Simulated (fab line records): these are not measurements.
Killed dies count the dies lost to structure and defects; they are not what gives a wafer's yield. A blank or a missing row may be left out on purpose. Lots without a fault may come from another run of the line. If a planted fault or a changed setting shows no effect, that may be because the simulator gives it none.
Split-lot experiment    flow sfq-line    route with 325 steps; 5 lots, 23 wafers read

## THE SPLIT ITSELF
At SFQ_TRILAYER_M6_LITHO_COAT_159 (resist thk 600 nm), the setting resist-thk-nm was moved away from the recipe's 600 nm on 8 of the 23 wafers read, by -1.6% to +4.1%. The other wafers ran this setting at the recipe's value.

## THE PATH FROM SPLIT TO READING: the file shows 1 step between them
- SFQ_TRILAYER_M6_BARC_OPEN_METAL_ETCH_206: etches BARC in O2, target depth 125 nm, time 41.7 s (also split here: icp-w)

## THE READING
KrF_of_TRILAYER_M6_LITHO_COAT_159.thk-nm (the simulator's own value, which no gauge read), in nm, at SFQ_TRILAYER_M6_ETCH_METAL_ETCH_162 (etches Nb in Cl2/Ar, stops on SiO2, target depth 240 nm, time 120 s). The file gives no usual value for it. Here, 15 wafers ran the recipe; their average is 384.2 nm with a standard deviation of 3.2 nm.

wafer   tool, chamber at the split  resist-thk-nm as run, nm  against the recipe  KrF_of_TRILAYER_M6_LITHO_COAT_159.thk-nm, nm  against lot-mates on the recipe
L074.1  litho-track-02, 0           590.5                     -1.6%               379                                           -9.0
L074.2  litho-track-02, 0           600                       recipe              385.9                                         -
L074.3  litho-track-02, 0           590.5                     -1.6%               383                                           -5.0
L074.4  litho-track-02, 0           600                       recipe              390.2                                         -
L074.5  litho-track-02, 0           590.5                     -1.6%               376.8                                         -11.2
L075.1  litho-track-02, 0           600                       recipe              382.6                                         -
L075.2  litho-track-02, 0           600                       recipe              384.8                                         -
L075.4  litho-track-02, 0           600                       recipe              384.9                                         -
L079.1  litho-track-04, 0           600                       recipe              384.8                                         -
L079.3  litho-track-04, 0           624.8                     +4.1%               405.5                                         +24.8
L079.4  litho-track-04, 0           624.8                     +4.1%               403.4                                         +22.7
L079.5  litho-track-04, 0           600                       recipe              378.1                                         -
L079.6  litho-track-04, 0           600                       recipe              379.1                                         -
L081.2  litho-track-02, 0           600                       recipe              383                                           -
L081.3  litho-track-02, 0           600                       recipe              385.4                                         -
L081.4  litho-track-02, 0           600                       recipe              388                                           -
L081.5  litho-track-02, 0           600                       recipe              387.7                                         -
L081.6  litho-track-02, 0           600                       recipe              384.9                                         -
L084.1  litho-track-04, 0           614.8                     +2.5%               399.3                                         +17.6
L084.2  litho-track-04, 0           614.8                     +2.5%               385.3                                         +3.6
L084.3  litho-track-04, 0           600                       recipe              383.6                                         -
L084.4  litho-track-04, 0           614.8                     +2.5%               388.4                                         +6.7
L084.5  litho-track-04, 0           600                       recipe              379.8                                         -

FIT RESULTS
A straight line over all 23 wafers: KrF_of_TRILAYER_M6_LITHO_COAT_159.thk-nm changes by +3.97 nm for each +1% of resist-thk-nm; r = +0.84; the points scatter about the line by 4.1 nm.
The same after taking each lot's own level away (the mean of its wafers on the recipe; 23 wafers): +5.15 nm for each +1%; r = +0.93; scatter 3.4 nm.
According to that fit, moving resist-thk-nm by its largest amount changes the reading by 21 nm.
From 380.67 to 388.05 nm: that is the span of the lots' own levels, equal to 2.3 times the standard deviation above.
In other words, the slope is changed by the lot-to-lot level; the two fits disagree.
Check: +19.5 nm against its lot-mates is what the line predicts for one of the wafers moved furthest among these (+4.1%) when that wafer is left out of the fit. Against them it came out at +24.8 nm.

## OTHER SPLITS APPLIED TO THESE WAFERS
Before the reading, these wafers also passed through other splits. Each is held against what the fit with the lots' levels taken away leaves over:
other split on the same wafers                  wafers away from the commonest value  r with KrF_of_TRILAYER_M6_LITHO_COAT_159.thk-nm (lot level and that fit taken away)
SFQ_TRILAYER_M5_LITHO_EXPOSE_124 dose-mj        10                                    +0.12
SFQ_TRILAYER_A5B_DEP_PECVD_129 time-s           8                                     +0.18
SFQ_TRILAYER_R5_DEP_SPUTTER_132 time-s          6                                     +0.02
SFQ_TRILAYER_R5_LITHO_PEB_139 peb-time-s        6                                     -0.07
SFQ_TRILAYER_I5_LITHO_COAT_144 spin-rpm         9                                     -0.15
SFQ_TRILAYER_C5_LITHO_COAT_151 spin-rpm         5                                     +0.13
SFQ_TRILAYER_M6_BARC_OPEN_METAL_ETCH_206 icp-w  9                                     -0.60

## THE WHOLE CHAIN: every reading that the file lists as answering this split, in the file's order
step                                      what it does                                                         reading                                                                                    change (the file's fit)               r (the file's)
SFQ_TRILAYER_M6_LITHO_COAT_159            resist thk 600 nm                                                    KrF_of_TRILAYER_M6_LITHO_COAT_159.thk-nm (the simulator's own value, which no gauge read)  +6.14 nm for each +1% of the setting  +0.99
SFQ_TRILAYER_M6_BARC_OPEN_METAL_ETCH_206  etches BARC in O2, target depth 125 nm, time 41.7 s                  KrF_of_TRILAYER_M6_LITHO_COAT_159.thk-nm (the simulator's own value, which no gauge read)  +5.79 nm for each +1% of the setting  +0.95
SFQ_TRILAYER_M6_ETCH_METAL_ETCH_162       etches Nb in Cl2/Ar, stops on SiO2, target depth 240 nm, time 120 s  KrF_of_TRILAYER_M6_LITHO_COAT_159.thk-nm (the simulator's own value, which no gauge read)  +5.25 nm for each +1% of the setting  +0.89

## THE FILE'S OWN FIT
KrF_of_TRILAYER_M6_LITHO_COAT_159.thk-nm changes by +5.25 nm for each +1% of resist-thk-nm, r = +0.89.
